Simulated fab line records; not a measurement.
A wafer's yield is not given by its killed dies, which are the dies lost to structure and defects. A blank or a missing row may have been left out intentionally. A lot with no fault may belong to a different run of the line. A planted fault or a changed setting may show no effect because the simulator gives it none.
Chamber matching || flow sky130 || 4 sister chambers for SKY_VIA2_CMP_02 on cmp-02
The step polishes SiO2. 16 wafers are shown with their chamber, then 8 later ones without.

== WAFERS PAIRED WITH THEIR CHAMBERS ==
{"wafer": "L221.1", "chamber": 3, "motorCurrentA (A)": 12.1, "edgeZonePressureFrac": 1.002}
{"wafer": "L221.2", "chamber": 2, "motorCurrentA (A)": 12.6, "edgeZonePressureFrac": 0.999}
{"wafer": "L221.6", "chamber": 0, "motorCurrentA (A)": 11.9, "edgeZonePressureFrac": 1.003}
{"wafer": "L222.1", "chamber": 0, "motorCurrentA (A)": 11.2, "edgeZonePressureFrac": 0.990}
{"wafer": "L222.3", "chamber": 1, "motorCurrentA (A)": 11.6, "edgeZonePressureFrac": 0.997}
{"wafer": "L222.6", "chamber": 1, "motorCurrentA (A)": 11.6, "edgeZonePressureFrac": 1.000}
{"wafer": "L223.2", "chamber": 0, "motorCurrentA (A)": 10.8, "edgeZonePressureFrac": 0.996}
{"wafer": "L223.3", "chamber": 2, "motorCurrentA (A)": 12.6, "edgeZonePressureFrac": 0.998}
{"wafer": "L223.6", "chamber": 2, "motorCurrentA (A)": 12.2, "edgeZonePressureFrac": 1.006}
{"wafer": "L229.1", "chamber": 2, "motorCurrentA (A)": 12.0, "edgeZonePressureFrac": 1.005}
{"wafer": "L229.2", "chamber": 0, "motorCurrentA (A)": 11.8, "edgeZonePressureFrac": 1.001}
{"wafer": "L229.5", "chamber": 0, "motorCurrentA (A)": 11.8, "edgeZonePressureFrac": 0.998}
{"wafer": "L233.4", "chamber": 1, "motorCurrentA (A)": 12.0, "edgeZonePressureFrac": 0.998}
{"wafer": "L233.5", "chamber": 1, "motorCurrentA (A)": 12.3, "edgeZonePressureFrac": 0.999}
{"wafer": "L233.6", "chamber": 0, "motorCurrentA (A)": 11.3, "edgeZonePressureFrac": 1.010}
{"wafer": "L242.3", "chamber": 0, "motorCurrentA (A)": 11.8, "edgeZonePressureFrac": 1.002}

SIGNATURES (averages over the wafers above)
{"reading": "motorCurrentA", "chamber 0": 11.514, "chamber 1": 11.875, "chamber 2": 12.350, "chamber 3": 12.100, "scatter within a chamber": 0.373}
{"reading": "edgeZonePressureFrac", "chamber 0": 1.00000, "chamber 1": 0.99850, "chamber 2": 1.00200, "chamber 3": 1.00200, "scatter within a chamber": 0.00491}
Rule: for each reading, subtract the chamber's mean from the wafer's reading, divide by that reading's scatter and square the result; add these up over the readings and take the root, which gives the wafer's distance from the chamber. The wafer belongs to the nearest chamber; if the next one is less than 2 further off, it can't be placed. The scatter: take each reading less its chamber's mean, square it, sum over the shown wafers, divide by the number of wafers less the number of chambers, and take the root.

== WAFERS WITH NO CHAMBER GIVEN ==
{"wafer": "L242.4", "motorCurrentA (A)": 12.0, "edgeZonePressureFrac": 1.006}
{"wafer": "L242.5", "motorCurrentA (A)": 11.5, "edgeZonePressureFrac": 1.005}
{"wafer": "L243.1", "motorCurrentA (A)": 12.3, "edgeZonePressureFrac": 0.990}
{"wafer": "L243.2", "motorCurrentA (A)": 11.7, "edgeZonePressureFrac": 1.009}
{"wafer": "L243.4", "motorCurrentA (A)": 12.2, "edgeZonePressureFrac": 1.005}
{"wafer": "L244.4", "motorCurrentA (A)": 12.8, "edgeZonePressureFrac": 1.004}
{"wafer": "L244.5", "motorCurrentA (A)": 11.7, "edgeZonePressureFrac": 1.008}
{"wafer": "L244.6", "motorCurrentA (A)": 11.9, "edgeZonePressureFrac": 0.998}

== WHICH CHAMBER EACH ONE RAN IN ==
{"wafer": "L242.4", "from the rows above": "can't be placed: 3 or 2 or 1 or 0", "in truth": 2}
{"wafer": "L242.5", "from the rows above": "can't be placed: 0 or 1 or 3 or 2", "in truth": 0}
{"wafer": "L243.1", "from the rows above": "can't be placed: 1 or 2 or 3 or 0", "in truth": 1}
{"wafer": "L243.2", "from the rows above": "can't be placed: 3 or 0 or 1 or 2", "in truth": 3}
{"wafer": "L243.4", "from the rows above": "can't be placed: 3 or 2 or 1 or 0", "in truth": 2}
{"wafer": "L244.4", "from the rows above": "can't be placed: 2 or 3 or 1", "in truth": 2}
{"wafer": "L244.5", "from the rows above": "can't be placed: 3 or 0 or 1 or 2", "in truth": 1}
{"wafer": "L244.6", "from the rows above": "can't be placed: 1 or 3 or 0 or 2", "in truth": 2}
Correctly placed: 0 of 8. Can't be placed from these rows: 8 (the true chamber is among the candidates in 8). Wrongly placed: 0.
